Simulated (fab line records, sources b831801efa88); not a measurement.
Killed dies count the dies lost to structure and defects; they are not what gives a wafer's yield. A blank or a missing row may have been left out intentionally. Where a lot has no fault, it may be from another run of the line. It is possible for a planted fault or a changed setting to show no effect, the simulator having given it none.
Chamber matching :: flow gf180mcu :: rie diel-01 running GF_V3_ETCH_16: 4 sister chambers
The step etches BARC in N2/H2. 4 wafers are shown with their chamber, then 8 later ones without.

== WAFERS, EACH WITH ITS CHAMBER ==
wafer: L454.1
chamber: 3
drypump motor current A (A): 5.0

wafer: L457.2
chamber: 0
drypump motor current A (A): 5.7

wafer: L457.6
chamber: 1
drypump motor current A (A): 5.5

wafer: L458.2
chamber: 2
drypump motor current A (A): 5.3

== WAFERS WITH NO CHAMBER GIVEN ==
wafer: L458.3
drypump motor current A (A): 5.5

wafer: L458.5
drypump motor current A (A): 5.3

wafer: L467.2
drypump motor current A (A): 5.7

wafer: L467.3
drypump motor current A (A): 5.0

wafer: L467.6
drypump motor current A (A): 5.0

wafer: L468.1
drypump motor current A (A): 5.7

wafer: L468.5
drypump motor current A (A): 5.4

wafer: L468.6
drypump motor current A (A): 5.7

== THE CHAMBER EACH PASSED THROUGH ==
wafer: L458.3
from the rows above: 1
in truth: 1

wafer: L458.5
from the rows above: 2
in truth: 2

wafer: L467.2
from the rows above: 0
in truth: 0

wafer: L467.3
from the rows above: 3
in truth: 3

wafer: L467.6
from the rows above: 3
in truth: 3

wafer: L468.1
from the rows above: 0
in truth: 0

wafer: L468.5
from the rows above: can't be placed: 1 or 2
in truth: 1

wafer: L468.6
from the rows above: 0
in truth: 0
Correctly placed: 7 of 8. These rows do not allow placing 1 (true chamber among the candidates in 1). 0 placed wrongly.
How it was worked out, from the rows above alone: a wafer's distance from a chamber is the root of the sum, over the readings, of the square of ((its reading less the chamber's mean) divided by the reading's scatter). If the next closest chamber is less than 2 further off than the closest, the wafer can't be placed; otherwise it belongs to the closest. A chamber's mean is the mean of its shown wafers. The scatter (one wafer shown for each chamber): square how far every hidden wafer sits from the nearest shown wafer, average those squares and take the square root.
